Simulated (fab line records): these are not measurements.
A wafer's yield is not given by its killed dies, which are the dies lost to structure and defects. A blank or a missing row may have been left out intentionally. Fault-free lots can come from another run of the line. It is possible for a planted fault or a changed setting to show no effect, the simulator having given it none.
Problem report, 8D (eight disciplines) form, completed by code | flow gf180mcu | the parts of the form that need people (team, actions taken, sign-off) are left out

== 1. WHAT IS WRONG ==
Mean of bias-w at GF_M2_METAL_ETCH_16: 149.0 W across 6 wafers in 2 lots; on wafers with no fault it is 140.0 W (standard deviation 0.37). Measured from the usual mean, that is +24 standard deviations.
The step: etches the open film in Cl2/BCl3, stops on SiO2, target depth 627.5 nm, time 104.6 s.
First observed at day 26 03:10: wafer L914.2, on rie-metal-01. The record has a number at this step for 36 wafers belonging to 12 lots. The rule behind "out" and "out of limits": a value lying over 4 standard deviations away from the usual mean. The other wafers with a number count as sound.

== 2. WHAT IT IS AND WHAT IT IS NOT ==
question                    | is                     | is not
which readings at this step | bias-w                 | bcl3-flow-sccm, drypump-motor-current-A, oes-product-au, throttle-valve-pct
which lots                  | L914, L916             | L894, L895, L896, L902, L903, L904, L905, L906, L907, L915
which wafers of those lots  | all that have a number | -
read on which tools         | rie-metal-01           | rie-metal-02, rie-metal-03
when                        | from day 26 03:10      | up to then (27 sound wafers); but 3 sound wafers of L915 came after

== 3. SUSPECTS, AND WHAT RULES EACH OUT ==
Counting: a tool stays on the suspect list if, at a process step up to the reading, it processed all lots that are out and no sound lot following the first of them.
- pvd-sputter-01 at GF_M2_SPUTTER_01 (material TiN, target thk 30 nm, time 25 s): kept. Every lot that is out went through it, starting with L914 (day 25 05:18), and after that it ran no sound lot; the last sound lot it ran before then is L907 (day 23 04:37).
- rie-metal-01 at GF_M2_METAL_ETCH_16 (etches the open film in Cl2/BCl3, stops on SiO2, target depth 627.5 nm, time 104.6 s): kept. Every lot that is out went through it, starting with L914 (day 26 03:10), and after that it ran no sound lot; the last sound lot it ran before then is L907 (day 24 03:41). Out on those wafers are its own readings of bias-w.
What counting leaves: pvd-sputter-01 at GF_M2_SPUTTER_01 and rie-metal-01 at GF_M2_METAL_ETCH_16.

== 4. THE CAUSE (what the simulator had put in) ==
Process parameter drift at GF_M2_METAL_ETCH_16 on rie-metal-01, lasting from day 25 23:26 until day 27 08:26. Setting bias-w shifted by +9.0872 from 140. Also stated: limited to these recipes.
Of the 2 suspects that counting leaves, this tool is one.

== 5. SEQUENCE OF EFFECTS, ordered by route ==
One row per reading whose mean, taken over the struck wafers that have a number, lies over 3 standard deviations from the usual. Readings are gone through only where the record gives a usual standard deviation; hours: the median, over the lots, of the time from a lot's start at the first step in this table giving one to that lot's start at this step; sigmas: the change measured in usual standard deviations.
hours | step                | reading | usual   | on struck wafers | change | sigmas
0     | GF_M2_METAL_ETCH_16 | bias-w  | 140.0 W | 149.0            | +9.0   | +24
Its process steps:
- GF_M2_METAL_ETCH_16: etches the open film in Cl2/BCl3, stops on SiO2, target depth 627.5 nm, time 104.6 s.

== 6. WHAT WOULD HAVE CAUGHT IT SOONER ==
In this record no reading fell out of limits until day 26 03:10, 4 hours after the fault had begun at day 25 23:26.
